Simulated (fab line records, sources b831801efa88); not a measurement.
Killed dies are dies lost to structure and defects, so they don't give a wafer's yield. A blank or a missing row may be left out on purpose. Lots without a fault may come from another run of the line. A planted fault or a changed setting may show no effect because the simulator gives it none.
A sampling plan put to the test | flow gf180mcu | one fab line, 15 faults that these records tell of, each judged on the records of the lots that it struck
The plan is the line's own looks: the steps of the route at which a gauge or an inspection reads the wafer and doesn't change it. A look can be judged if struck wafers have a number there and the file gives its usual mean and standard deviation on fault-free wafers. Caught: at a look after the fault's first step, the mean of the struck wafers lies 4 or more of those standard deviations (sigma) from the usual mean. On the tool: the same test on the tool's own readings at the fault's steps. Another recipe on the struck wafers, or a record that is blank for them alone, also counts as caught.

THE FAULTS, as the simulator had put them in
1. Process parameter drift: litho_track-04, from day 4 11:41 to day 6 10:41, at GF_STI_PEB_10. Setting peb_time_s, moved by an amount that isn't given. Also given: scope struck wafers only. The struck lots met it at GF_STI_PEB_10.
2. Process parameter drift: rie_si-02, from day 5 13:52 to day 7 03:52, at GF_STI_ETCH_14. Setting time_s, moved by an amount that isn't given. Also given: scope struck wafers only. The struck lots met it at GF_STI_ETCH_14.
3. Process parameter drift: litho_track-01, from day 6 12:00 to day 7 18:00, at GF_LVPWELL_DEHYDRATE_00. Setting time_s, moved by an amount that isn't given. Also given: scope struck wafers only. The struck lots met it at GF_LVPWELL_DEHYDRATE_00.
4. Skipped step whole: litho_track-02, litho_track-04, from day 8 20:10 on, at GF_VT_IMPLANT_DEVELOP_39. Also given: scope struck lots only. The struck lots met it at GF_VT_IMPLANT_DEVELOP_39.
5. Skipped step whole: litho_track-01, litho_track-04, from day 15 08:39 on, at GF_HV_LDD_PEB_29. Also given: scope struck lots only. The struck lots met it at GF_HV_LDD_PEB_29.
6. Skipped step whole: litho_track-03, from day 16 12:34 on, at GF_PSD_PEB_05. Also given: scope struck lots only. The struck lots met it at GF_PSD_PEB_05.
7. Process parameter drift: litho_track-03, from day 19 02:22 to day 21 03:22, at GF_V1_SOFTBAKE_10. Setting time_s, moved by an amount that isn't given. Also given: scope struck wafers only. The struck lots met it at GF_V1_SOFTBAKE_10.
8. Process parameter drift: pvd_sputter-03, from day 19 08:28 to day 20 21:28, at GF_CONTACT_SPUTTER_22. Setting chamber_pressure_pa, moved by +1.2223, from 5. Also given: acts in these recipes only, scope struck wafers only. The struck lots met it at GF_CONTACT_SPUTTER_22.
9. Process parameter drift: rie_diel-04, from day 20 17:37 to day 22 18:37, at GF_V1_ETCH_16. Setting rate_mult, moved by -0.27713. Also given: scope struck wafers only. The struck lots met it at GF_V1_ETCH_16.
10. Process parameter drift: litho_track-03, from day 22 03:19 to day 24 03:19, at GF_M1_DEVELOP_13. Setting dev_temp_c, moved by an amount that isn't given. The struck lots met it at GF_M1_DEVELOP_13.
11. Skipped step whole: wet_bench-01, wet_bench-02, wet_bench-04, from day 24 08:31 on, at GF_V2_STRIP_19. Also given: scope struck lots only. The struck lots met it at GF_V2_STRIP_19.
12. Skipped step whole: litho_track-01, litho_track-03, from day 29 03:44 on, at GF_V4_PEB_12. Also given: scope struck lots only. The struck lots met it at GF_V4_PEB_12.
13. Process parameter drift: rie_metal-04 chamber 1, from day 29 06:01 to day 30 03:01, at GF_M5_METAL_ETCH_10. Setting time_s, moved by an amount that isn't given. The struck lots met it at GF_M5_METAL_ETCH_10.
14. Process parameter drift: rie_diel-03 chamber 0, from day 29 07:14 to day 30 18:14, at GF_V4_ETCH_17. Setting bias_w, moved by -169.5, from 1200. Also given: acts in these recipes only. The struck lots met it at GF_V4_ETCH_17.
15. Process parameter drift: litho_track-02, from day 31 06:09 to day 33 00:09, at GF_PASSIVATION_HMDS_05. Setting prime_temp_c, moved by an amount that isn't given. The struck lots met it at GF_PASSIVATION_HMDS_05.

WHAT THE PLAN SAW
fault | on the tool itself                               | first look that catches it                      | reading, sigma | median hours from its first step to that look | hours from the fault's start to the first struck lot there | judged looks passed uncaught
1     | heater_power_total_W +16 sigma                   | none of the 2 looks that can be judged after it | -              | -                                             | -                                                          | 2
2     | run_length_s +10 sigma                           | not the one look that can be judged after it    | -              | -                                             | -                                                          | 1
3     | run_length_s +99 or beyond sigma                 | none of the 2 looks that can be judged after it | -              | -                                             | -                                                          | 2
4     | the tool's record is blank for the struck wafers | no look after it can be judged                  | -              | -                                             | -                                                          | 0
5     | no reading that can be judged                    | no look after it can be judged                  | -              | -                                             | -                                                          | 0
6     | no reading that can be judged                    | no look after it can be judged                  | -              | -                                             | -                                                          | 0
7     | heater_power_total_W +99 or beyond sigma         | no look after it can be judged                  | -              | -                                             | -                                                          | 0
8     | chamber_pressure_pa +99 or beyond sigma          | none of the 2 looks that can be judged after it | -              | -                                             | -                                                          | 2
9     | oes_product_au -5.7 sigma                        | no look after it can be judged                  | -              | -                                             | -                                                          | 0
10    | developer_temp_C +7.5 sigma                      | not the one look that can be judged after it    | -              | -                                             | -                                                          | 1
11    | the tool's record is blank for the struck wafers | no look after it can be judged                  | -              | -                                             | -                                                          | 0
12    | the tool's record is blank for the struck wafers | no look after it can be judged                  | -              | -                                             | -                                                          | 0
13    | run_length_s +8.4 sigma                          | not the one look that can be judged after it    | -              | -                                             | -                                                          | 1
14    | bias_w -42 sigma                                 | no look after it can be judged                  | -              | -                                             | -                                                          | 0
15    | prime_temp_c +40 sigma                           | no look after it can be judged                  | -              | -                                             | -                                                          | 0
A dash: the fault isn't caught, or these records don't give the number.

Caught at a look: 0 of 15. Caught on the tool: 13 of 15. By one or the other: 13 of 15.
Caught on the tool alone: faults 1, 2, 3, 4, 7, 8, 9, 10, 11, 12, 13, 14, 15.
Caught by neither: faults 5, 6.
